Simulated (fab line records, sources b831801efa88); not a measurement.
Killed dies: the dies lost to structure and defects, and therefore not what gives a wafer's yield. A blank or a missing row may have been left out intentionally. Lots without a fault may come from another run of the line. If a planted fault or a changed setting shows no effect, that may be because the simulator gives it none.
fab line records | flow sky130
[record] lots = 7 wafers = 21 last-day = 50
route steps=708 shown METAL3@561 VIA3@573 PAD_OPEN@708
lots that met no fault: from a run of the same line without faults
start-h: start of the lot's first displayed wafer, in hours after the record's first day | wait-h: how many hours have passed since the lot's step before this one | " as in the row above | L1.1+2: a single row standing in for several wafers | - no value, or no start given | * or withheld: withheld | < > ~ a bound
route shown NAME@n: NAME is a module with steps in the file, n the number in the route of the first one | usual: the fault-free wafers' mean and standard deviation | same: alike in all rows | chamber/n: place in a boat | sites: per-site readings | _std_site: the values' standard deviation | _edge_site: outer sites' mean less inner sites' | radius-mm: how far each site lies from the wafer's centre | mask NAME#n: copy n | behind: tool/chamber where the wafer was last shaped | hold: the reason the lot was held/the length of the hold in hours/how it ended | device: the n, p or np transistor that did not switch | end of line: tests of these same wafers at the route's end | where a step has no rows: the recipe by itself | killed: at the first sort, the dies lost to defects and structure; wafer yield is something else | map: a wafer's dies, x killed, . not, _ none there
set.NAME: the setting as run; set.NAME@STEP: as run at that earlier step | model.NAME: the simulator's own value behind a step, which no gauge read
a table for each step, a row for each wafer; lots at some steps of the route
services: when a tool's chamber went out of use (start-h, in hours from the record's first day, below 0 if earlier), for how many hours, and the reason
[[steps]]
[step SKY_METAL3_PEB_11]
[recipe] peb-temp-c = withheld peb-time-s = withheld resist = KrF-thick
[step SKY_METAL3_DEVELOP_12]
[recipe] develop-time-s = 60 resist = KrF-thick dev-temp-c = 21
[step SKY_METAL3_CD_MEAS_13]
[recipe] target-cd-nm = 300
[usual] cd-nm = 300.6/1.4
// columns lot.wafer tool chamber start-h wait-h cd-nm
L692.3 cd-sem-02 - 903.01 - 299.7
L692.4 " - " " 300.9
L692.5 " - " " 300.4
L693.1 cd-sem-02 - 907.52 - 301.7
L693.2 " - " " 301.4
L693.4 " - " " 300.1
L707.2 cd-sem-02 - 1015.99 - 299.9
L707.4 " - " " 301.6
L707.5 " - " " 301.6
L708.4 cd-sem-02 - 1023.80 - 299.9
L708.5 " - " " 301.1
L708.6 " - " " 299.3
L709.2 cd-sem-01 - 1027.43 - 299.3
L709.3 " - " " 299.3
L709.5 " - " " 300.1
L711.2 cd-sem-01 - 1033.13 - 298.7
L711.3 " - " " 302.5
L711.5 " - " " 301.3
L715.1 cd-sem-01 - 1057.51 - 300.6
L715.4 " - " " 301.5
L715.5 " - " " 301.5
[step SKY_METAL3_OVL_MEAS_14]
[usual] METAL3_OVL = 2/5.8
// columns lot.wafer tool chamber start-h wait-h METAL3_OVL[nm]
L692.3 overlay-01 - 903.10 0.1 9
L692.4 " - " " 6
L692.5 " - " " 5
L693.1 overlay-01 - 907.64 0.1 2
L693.2 " - " " 0
L693.4 " - " " 1
L707.2 overlay-02 - 1016.10 0.1 -6
L707.4 " - " " -4
L707.5 " - " " -1
L708.4 overlay-02 - 1023.88 0.1 5
L708.5 " - " " -2
L708.6 " - " " -1
L709.2 overlay-01 - 1027.53 0.1 3
L709.3 " - " " 5
L709.5 " - " " 4
L711.2 overlay-02 - 1033.24 0.1 1
L711.3 " - " " 4
L711.5 " - " " -1
L715.1 overlay-02 - 1057.63 0.1 11
L715.4 " - " " 5
L715.5 " - " " 7
[step SKY_METAL3_DESCUM_15]
[recipe] chemistry = O2 source-power-w = 150 bias-power-w = 0 pressure-mtorr = 10 temp-c = 40 time-s = 8
[usual] drypump-motor-current-A = 5.4/0.37 oes-product-au = 1.002/0.0075
// columns lot.wafer tool chamber start-h wait-h drypump-motor-current-A oes-product-au rf-hours-counter-h
L692.3 rie-metal-01 1 903.14 0.0 5.1 1.000 -
L692.4 " 0 " " 5.7 1.007 -
L692.5 " 1 " " 5.1 1.010 -
L693.1 rie-metal-02 1 907.68 0.0 6.0 1.001 9
L693.2 " 0 " " 5.7 0.995 16
L693.4 " 0 " " 5.7 0.983 -
L707.2 rie-metal-03 0 1016.13 0.0 5.1 1.012 8
L707.4 " 1 " " 5.0 1.007 -
L707.5 " 0 " " 5.1 1.007 -
L708.4 rie-metal-01 1 1023.91 0.0 5.1 0.998 -
L708.5 " 0 " " 5.7 1.006 -
L708.6 " 1 " " 5.2 0.997 -
L709.2 rie-metal-03 1 1027.56 0.0 5.0 1.006 18
L709.3 " 0 " " 5.1 1.015 -
L709.5 " 0 " " 5.1 1.012 -
L711.2 rie-metal-01 1 1033.27 0.0 5.2 0.998 2
L711.3 " 0 " " 5.7 1.006 -
L711.5 " 1 " " 5.1 0.998 -
L715.1 rie-metal-03 1 1057.66 0.0 4.9 1.007 20
L715.4 " 0 " " 5.1 1.013 -
L715.5 " 1 " " 5.0 0.994 -
[step SKY_METAL3_ETCH_16]
[recipe] chemistry = N2/H2 target = BARC ion-energy-ev = 200 bias-w = 100 pressure-mtorr = 30 n2-flow-sccm = 100 h2-flow-sccm = 200 icp-w = 500 stop-on = SiO2 time-s = 88.2 target-depth-a = 600
[usual] drypump-motor-current-A = 5.4/0.38 h2-flow-sccm = 200.0/0.59 oes-product-au = 0.626/0.0046 throttle-valve-pct = 13.205/0.0098
// columns lot.wafer tool chamber start-h wait-h drypump-motor-current-A h2-flow-sccm oes-product-au rf-hours-counter-h throttle-valve-pct
L692.3 rie-metal-01 1 903.19 0.0 5.1 200.4 0.633 - 13.204
L692.4 " 0 " " 5.7 201.0 0.622 - 13.210
L692.5 " 1 " " 5.2 199.1 0.625 - 13.201
L693.1 rie-metal-02 1 907.71 0.0 6.0 200.3 0.627 9 13.203
L693.2 " 0 " " 5.7 199.0 0.630 16 13.189
L693.4 " 0 " " 5.7 199.6 0.629 - 13.197
L707.2 rie-metal-03 0 1016.16 0.0 5.1 200.2 0.622 8 13.195
L707.4 " 1 " " 4.9 201.0 0.626 - 13.206
L707.5 " 0 " " 5.1 200.2 0.626 - 13.208
L708.4 rie-metal-01 1 1023.96 0.0 5.2 201.1 0.637 - 13.215
L708.5 " 0 " " 5.7 201.2 0.630 - 13.208
L708.6 " 1 " " 5.2 200.0 0.629 - 13.216
L709.2 rie-metal-03 1 1027.59 0.0 5.0 199.1 0.626 18 13.191
L709.3 " 0 " " 5.1 200.9 0.614 - 13.209
L709.5 " 0 " " 5.1 200.0 0.624 - 13.181
L711.2 rie-metal-01 1 1033.30 0.0 5.2 199.7 0.617 2 13.204
L711.3 " 0 " " 5.7 200.4 0.631 - 13.223
L711.5 " 1 " " 5.2 200.0 0.621 - 13.202
L715.1 rie-metal-03 1 1057.69 0.0 5.0 199.6 0.630 20 13.201
L715.4 " 0 " " 5.1 200.4 0.629 - 13.208
L715.5 " 1 " " 5.0 199.8 0.631 - 13.217
[step SKY_METAL3_ETCH_17]
[recipe] target = SiO2 stop-on = TiN chemistry = C4F8/O2/Ar source-w = 1500 bias-w = 1200 pressure-mtorr = 40 c4f8-flow-sccm = withheld O2_flow_sccm = 6 Ar_flow_sccm = 300 time-s = 3.9 target-depth-a = 150
[usual] oes-product-au = 0.756/0.007
// columns lot.wafer tool chamber start-h wait-h oes-product-au rf-hours-counter-h
L692.3 rie-diel-02 2 903.26 0.0 0.751 7
L692.4 " 1 " " 0.764 19
L692.5 " 1 " " 0.760 -
L693.1 rie-diel-01 0 907.81 0.1 0.752 11
L693.2 " 1 " " 0.751 8
L693.4 " 3 " " 0.752 10
L707.2 rie-diel-02 1 1016.26 0.1 0.747 22
L707.4 " 2 " " 0.753 11
L707.5 " 1 " " 0.757 -
L708.4 rie-diel-01 2 1024.03 0.0 0.761 18
L708.5 " 2 " " 0.758 -
L708.6 " 1 " " 0.765 -
L709.2 rie-diel-01 1 1027.69 0.1 0.760 12
L709.3 " 0 " " 0.760 15
L709.5 " 2 " " 0.769 -
L711.2 rie-diel-03 2 1033.40 0.1 0.759 16
L711.3 " 0 " " 0.747 4
L711.5 " 2 " " 0.752 -
L715.1 rie-diel-03 1 1057.79 0.1 0.752 15
L715.4 " 2 " " 0.766 17
L715.5 " 2 " " 0.767 -
[step SKY_METAL3_METAL_ETCH_18]
[recipe] target-depth-a = 8450 stop-on = SiO2 over-etch-frac = 0.3 time-s = 183.1 chemistry = Cl2/BCl3 resist-sidewall-deg = 88 pressure-mtorr = 10 icp-w = 900 bias-w = 48.5 Cl2_flow_sccm = 60 bcl3-flow-sccm = 30
[usual] drypump-motor-current-A = 5.6/0.38 oes-product-au = 0.867/0.0062 throttle-valve-pct = 22.263/0.0092
// columns lot.wafer tool chamber start-h wait-h drypump-motor-current-A oes-product-au rf-hours-counter-h throttle-valve-pct
L692.3 rie-metal-02 0 903.33 0.1 5.7 0.873 - 22.249
L692.4 " 1 " " 6.0 0.870 - 22.261
L692.5 " 0 " " 5.7 0.875 - 22.267
L693.1 rie-metal-03 1 907.82 0.0 5.0 0.865 13 22.277
L693.2 " 0 " " 5.1 0.860 3 22.261
L693.4 " 1 " " 5.0 0.867 - 22.272
L707.2 rie-metal-01 1 1016.28 0.0 5.2 0.858 1 22.255
L707.4 " 0 " " 5.7 0.867 - 22.248
L707.5 " 1 " " 5.2 0.869 - 22.258
L708.4 rie-metal-03 1 1024.10 0.1 4.9 0.865 - 22.271
L708.5 " 1 " " 5.0 0.867 - 22.268
L708.6 " 0 " " 5.1 0.869 - 22.248
L709.2 rie-metal-02 1 1027.71 0.0 6.0 0.869 16 22.284
L709.3 " 1 " " 6.0 0.871 - 22.254
L709.5 " 0 " " 5.8 0.869 - 22.267
L711.2 rie-metal-02 0 1033.41 0.0 5.7 0.872 23 22.275
L711.3 " 0 " " 5.7 0.868 - 22.272
L711.5 " 1 " " 6.0 0.864 - 22.262
L715.1 rie-metal-02 0 1057.81 0.0 5.8 0.862 25 22.277
L715.4 " 1 " " 6.0 0.864 - 22.261
L715.5 " 0 " " 5.7 0.860 - 22.263
[step SKY_METAL3_STRIP_19]
[recipe] chemistry = O2/N2 power-w = 1400 pressure-mtorr = 1500 platen-temp-c = withheld o2-flow-sccm = 3000 n2-flow-sccm = 300 overash-fraction = 0.5
[step SKY_METAL3_STRIP_20]
[recipe] chemistry = post-etch-residue-remover time-s = 1200 temp-c = 72.5
[step SKY_METAL3_CLEAN_21]
[recipe] chemistry = IPA time-s = 180 temp-c = 25
[step SKY_METAL3_CLEAN_22]
[recipe] chemistry = O3/DIW dry = n2-spin
[step SKY_VIA3_HDPCVD_00]
[recipe] material = SiO2 target-thk-nm = 1635 sigma-open-frac = 0.3 time-s = 272.5 temp-c = 400 sih4-flow-sccm = 60 pressure-mtorr = 6
// columns lot.wafer tool chamber start-h wait-h model.SiO2_of_VIA3_HDPCVD_00.thk-nm
L692.3 hdpcvd-02 2 904.05 0.0 1645
L692.4 " 1 " " 1649
L692.5 " 2 " " 1666
L693.1 hdpcvd-02 1 908.62 0.0 1648
L693.2 " 2 " " 1633
L693.4 " 1 " " 1638
L707.2 hdpcvd-02 0 1017.04 0.0 1204
L707.4 " 0 " " 1219
L707.5 " 1 " " 1625
L708.4 hdpcvd-01 1 1024.90 0.1 1614
L708.5 " 0 " " 1596
L708.6 " 2 " " 1602
L709.2 hdpcvd-02 0 1028.48 0.0 1208
L709.3 " 2 " " 1216
L709.5 " 1 " " 1636
L711.2 hdpcvd-02 2 1034.19 0.0 1241
L711.3 " 0 " " 1225
L711.5 " 2 " " 1618
L715.1 hdpcvd-01 0 1058.61 0.0 1637
L715.4 " 2 " " 1647
L715.5 " 1 " " 1646
[step SKY_VIA3_THK_MEAS_01]
[recipe] reads = SiO2_of_VIA3_HDPCVD_00
[usual] VIA3_HDPCVD_THK = 1629/15
// columns lot.wafer tool chamber start-h wait-h VIA3_HDPCVD_THK[nm]
L692.3 film-metro-01 - 904.24 0.1 1645
L692.4 " - " " 1648
L692.5 " - " " 1665
L693.1 film-metro-01 - 908.79 0.1 1648
L693.2 " - " " 1632
L693.4 " - " " 1639
L707.2 film-metro-03 - 1017.22 0.1 1203
L707.4 " - " " 1219
L707.5 " - " " 1625
L708.4 film-metro-01 - 1025.01 0.0 1615
L708.5 " - " " 1595
L708.6 " - " " 1601
L709.2 film-metro-02 - 1028.66 0.1 1207
L709.3 " - " " 1216
L709.5 " - " " 1636
L711.2 film-metro-02 - 1034.37 0.1 1242
L711.3 " - " " 1225
L711.5 " - " " 1619
L715.1 film-metro-03 - 1058.78 0.1 1637
L715.4 " - " " 1647
L715.5 " - " " 1645
[step SKY_VIA3_CMP_02]
[recipe] material = SiO2 down-force-psi = 4 platen-rpm = 60 pad-velocity-m-s = 0.94248
[usual] edge-zone-pressure-frac = 1.000/0.0048 motor-current-A = 12.3/1.4
// columns lot.wafer tool chamber start-h wait-h edge-zone-pressure-frac motor-current-A
L692.4 cmp-02 2 904.33 0.1 1.000 14.0
L692.3 " 3 " " 1.009 11.2
L692.5 " 2 " " 0.994 14.0
L693.4 cmp-02 2 908.90 0.1 1.008 14.0
L693.2 " 3 " " 0.997 11.0
L693.1 " 0 " " 1.002 12.5
L707.4 cmp-01 3 1017.27 0.0 0.998 13.1
L707.2 " 1 " " 0.992 12.0
L707.5 " 3 " " 1.006 13.2
L708.4 cmp-02 2 1025.09 0.1 1.004 14.1
L708.5 " 1 " " 0.999 10.5
L708.6 " 2 " " 1.002 13.8
L709.2 cmp-01 0 1028.90 0.2 1.004 14.0
L709.3 " 2 " " 0.997 12.0
L709.5 " 3 " " 1.000 12.9
L711.2 cmp-02 1 1034.47 0.1 1.001 10.1
L711.3 " 3 " " 0.993 11.2
L711.5 " 1 " " 1.001 10.3
L715.4 cmp-01 1 1058.84 0.0 1.004 11.8
L715.1 " 3 " " 1.008 13.6
L715.5 " 2 " " 1.000 11.6
[step SKY_PAD_OPEN_PROBE_99]
// columns lot.wafer tool chamber start-h wait-h model.etest.met4-comb.leak-log10-a-um
L692.3 prober-01 - 1076.12 0.2 -12.11
L692.4 prober-01 - 1076.17 0.2 -12.09
L692.5 prober-01 - 1076.22 0.2 -11.98
L693.1 prober-01 - 1080.97 0.1 -12.01
L693.2+4 prober-01 - 1081.02 0.1 -12.06
L707.2 prober-01 - 1167.81 0.1 -10.19
L707.4 prober-01 - 1167.91 0.2 -10.32
L707.5 prober-01 - 1167.96 0.2 -11.97
L708.4 prober-02 - 1173.63 0.2 -11.97
L708.5 prober-02 - 1173.68 0.2 -11.92
L708.6 prober-02 - 1173.73 0.2 -12.03
L709.2 prober-01 - 1177.21 0.1 -9.076
L709.3 prober-01 - 1177.26 0.2 -9.296
L709.5 prober-01 - 1177.36 0.2 -12.2
L711.2 prober-01 - 1181.86 0.1 -10.89
L711.3 prober-01 - 1181.91 0.2 -10.39
L711.5 prober-01 - 1182.01 0.2 -11.75
L715.1 prober-01 - 1198.51 0.1 -11.98
L715.4 prober-01 - 1198.66 0.2 -12.13
L715.5 prober-01 - 1198.71 0.2 -11.94
// killed by level:class
L692.3 METAL2:geometric-particle:short=10 VIA1:geometric-particle:open=10 VIA2:geometric-particle:open=9 LI_CONTACT:geometric-particle:open=8 VIA3:geometric-particle:open=6 POLY_GATE:geometric-particle:short=5 LOCAL_INTERCONNECT:geometric-particle:short=4 CONTACT:geometric-particle:open=4
L692.4 VIA1:geometric-particle:open=13 METAL2:geometric-particle:short=9 CONTACT:geometric-particle:open=7 VIA2:geometric-particle:open=6 VIA3:geometric-particle:open=6 METAL4:geometric-particle:short=6 METAL1:geometric-particle:short=3 VIA3:geometric-particle:short=3
L692.5 CONTACT:geometric-particle:open=11 VIA1:geometric-particle:open=11 METAL1:geometric-particle:short=7 VIA1:geometric-particle:short=7 METAL3:geometric-particle:short=5 VIA3:geometric-particle:open=5 METAL2:geometric-particle:short=4 VIA2:geometric-particle:open=4
L693.1 CONTACT:geometric-particle:open=15 VIA1:geometric-particle:open=10 FIELD_ISO:geometric-particle:open=9 LOCAL_INTERCONNECT:geometric-particle:short=7 METAL1:geometric-particle:short=6 METAL2:geometric-particle:short=6 FIELD_ISO:geometric-particle:short=5 CONTACT:geometric-particle:short=5
L693.2 VIA1:geometric-particle:open=16 CONTACT:geometric-particle:open=12 LI_CONTACT:geometric-particle:open=8 FIELD_ISO:geometric-particle:short=7 LI_CONTACT:geometric-particle:short=5 METAL1:geometric-particle:short=5 FIELD_ISO:geometric-particle:open=4 VIA1:geometric-particle:short=4
L693.4 LI_CONTACT:geometric-particle:open=10 CONTACT:geometric-particle:open=9 VIA2:geometric-particle:open=7 VIA3:geometric-particle:open=7 VIA1:geometric-particle:short=6 VIA1:geometric-particle:open=5 FIELD_ISO:geometric-particle:short=4 LI_CONTACT:geometric-particle:short=4
L708.4 CONTACT:geometric-particle:open=13 VIA1:geometric-particle:short=8 VIA1:geometric-particle:open=8 LI_CONTACT:geometric-particle:short=5 METAL1:geometric-particle:open=5 POLY_GATE:geometric-particle:open=4 VIA3:geometric-particle:open=4 FIELD_ISO:geometric-particle:short=3
L708.5 VIA1:geometric-particle:open=11 LI_CONTACT:geometric-particle:open=10 VIA1:geometric-particle:short=8 VIA2:geometric-particle:open=8 FIELD_ISO:geometric-particle:open=7 CONTACT:geometric-particle:open=7 METAL2:geometric-particle:short=7 VIA3:geometric-particle:open=6
L708.6 VIA1:geometric-particle:open=12 VIA2:geometric-particle:open=10 METAL2:geometric-particle:short=7 CONTACT:geometric-particle:short=5 VIA3:geometric-particle:open=5 VIA1:geometric-particle:short=5 FIELD_ISO:geometric-particle:open=4 POLY_GATE:geometric-particle:short=4
L715.1 VIA1:geometric-particle:open=12 LI_CONTACT:geometric-particle:open=9 VIA2:geometric-particle:open=7 POLY_GATE:geometric-particle:open=6 METAL2:geometric-particle:short=6 POLY_GATE:geometric-particle:short=5 CONTACT:geometric-particle:open=5 VIA3:geometric-particle:open=5
L715.4 VIA1:geometric-particle:open=15 CONTACT:geometric-particle:open=10 VIA3:geometric-particle:open=7 FIELD_ISO:geometric-particle:short=6 POLY_GATE:geometric-particle:open=6 METAL2:geometric-particle:short=6 FIELD_ISO:geometric-particle:open=5 POLY_GATE:geometric-particle:short=5
L715.5 METAL1:geometric-particle:short=8 CONTACT:geometric-particle:open=7 VIA1:geometric-particle:open=7 VIA1:geometric-particle:short=5 VIA2:geometric-particle:open=5 METAL4:geometric-particle:short=5 FIELD_ISO:geometric-particle:short=4 POLY_GATE:geometric-particle:short=4
[[services]]
// columns tool chamber start-h hours kind
hdpcvd-02 0 880.02 7.6 repair
rie-diel-03 0 887.64 1.2 repair
hdpcvd-01 - 895.16 2.8 pm
cmp-01 - 913.04 4.0 pm
rie-metal-02 - 918.99 2.8 pm
cmp-02 - 924.47 1.2 repair
hdpcvd-02 2 925.32 3.4 repair
rie-metal-03 1 938.62 5.7 repair
hdpcvd-02 - 948.55 0.9 repair
hdpcvd-02 - 950.25 15.0 pm
cmp-02 - 961.86 6.1 pm
cmp-01 - 965.04 0.6 repair
cmp-01 - 972.90 2.6 repair
cmp-01 - 978.63 0.7 repair
cmp-01 - 984.52 3.8 repair
rie-metal-03 - 986.30 15.6 pm
cmp-02 - 1012.22 0.5 repair
cmp-02 - 1027.01 4.1 repair
rie-metal-01 - 1027.03 0.1 repair
cmp-01 - 1035.06 3.6 pm
cmp-02 - 1036.39 4.0 repair
cmp-02 - 1036.78 0.8 repair
rie-metal-01 0 1041.03 5.6 repair
rie-metal-01 - 1057.35 1.4 pm
[[key]]
[first-sign] step = SKY_VIA3_THK_MEAS_01 reading = VIA3_HDPCVD_THK direction = down sigmas = 27 usual = 1629 struck = 1219
effect none on later readings
[model-effect] step = SKY_VIA3_HDPCVD_00 value = SiO2_of_VIA3_HDPCVD_00.thk-nm without = 1617 struck = 1219
[model-effect] step = SKY_PAD_OPEN_PROBE_99 value = etest.met4-comb.leak-log10-a-um without = -11.93 struck = -10.03
met-at SKY_VIA3_HDPCVD_00
struck-wafers L707.2,L707.4,L709.2,L709.3,L711.2,L711.3
sort-left-out L707.2,L707.4,L709.2,L709.3,L711.2,L711.3
onset-between 908.62 1017.04
[fault] kind = process-parameter-drift tool = hdpcvd-02 chamber = - onset-h = 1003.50 steps = SKY_VIA3_HDPCVD_00 channel = target-thk-nm offset = -398.6 shape = step end-h = 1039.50 scope = struck-wafers-only acts-in = these-recipes-only stated = 1635
// sort-left-out: the simulated sort isn't trusted on such a fault, so these wafers' sort isn't shown, and their yield isn't known
